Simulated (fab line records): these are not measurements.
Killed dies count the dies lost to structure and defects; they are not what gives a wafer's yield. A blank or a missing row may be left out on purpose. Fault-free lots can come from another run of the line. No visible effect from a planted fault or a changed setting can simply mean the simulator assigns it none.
Matching of chambers ; flow sfq line ; SFQ_TRILAYER_I0_CMP_CMP_028 on cmp-01 has 4 sister chambers
The step polishes SiO2. 4 wafers are shown with their chamber, then 8 later ones without.

WAFERS, EACH WITH ITS CHAMBER
wafer;chamber;motor current A (A)
L552.5;2;8.2
L562.4;0;12.3
L562.6;1;8.9
L565.3;3;10.2

WAFERS WITH NO CHAMBER GIVEN
wafer;motor current A (A)
L565.4;8.8
L565.6;10.1
L568.2;10.4
L568.4;12.1
L568.5;9.2
L570.4;11.9
L570.1;8.9
L570.5;11.7

EACH ONE'S CHAMBER
wafer;from the rows above;in truth
L565.4;can't be placed: 1 or 2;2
L565.6;3;3
L568.2;3;3
L568.4;0;0
L568.5;1;1
L570.4;0;0
L570.1;1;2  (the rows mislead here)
L570.5;0;0
Correct placement for 6 of the 8. Not placeable from these rows: 1 (in 1, the candidates include the true chamber). Number placed wrongly: 1.
How it was worked out, from the rows above alone: a wafer's distance from a chamber is the root of the sum, over the readings, of the square of ((its reading less the chamber's mean) divided by the reading's scatter). If the next closest chamber is less than 2 further off than the closest, the wafer can't be placed; otherwise it belongs to the closest. For every chamber, the mean is computed from those of its wafers that are shown. The scatter: root of mean squared gap, hidden wafer to nearest shown wafer, with one shown wafer a chamber.
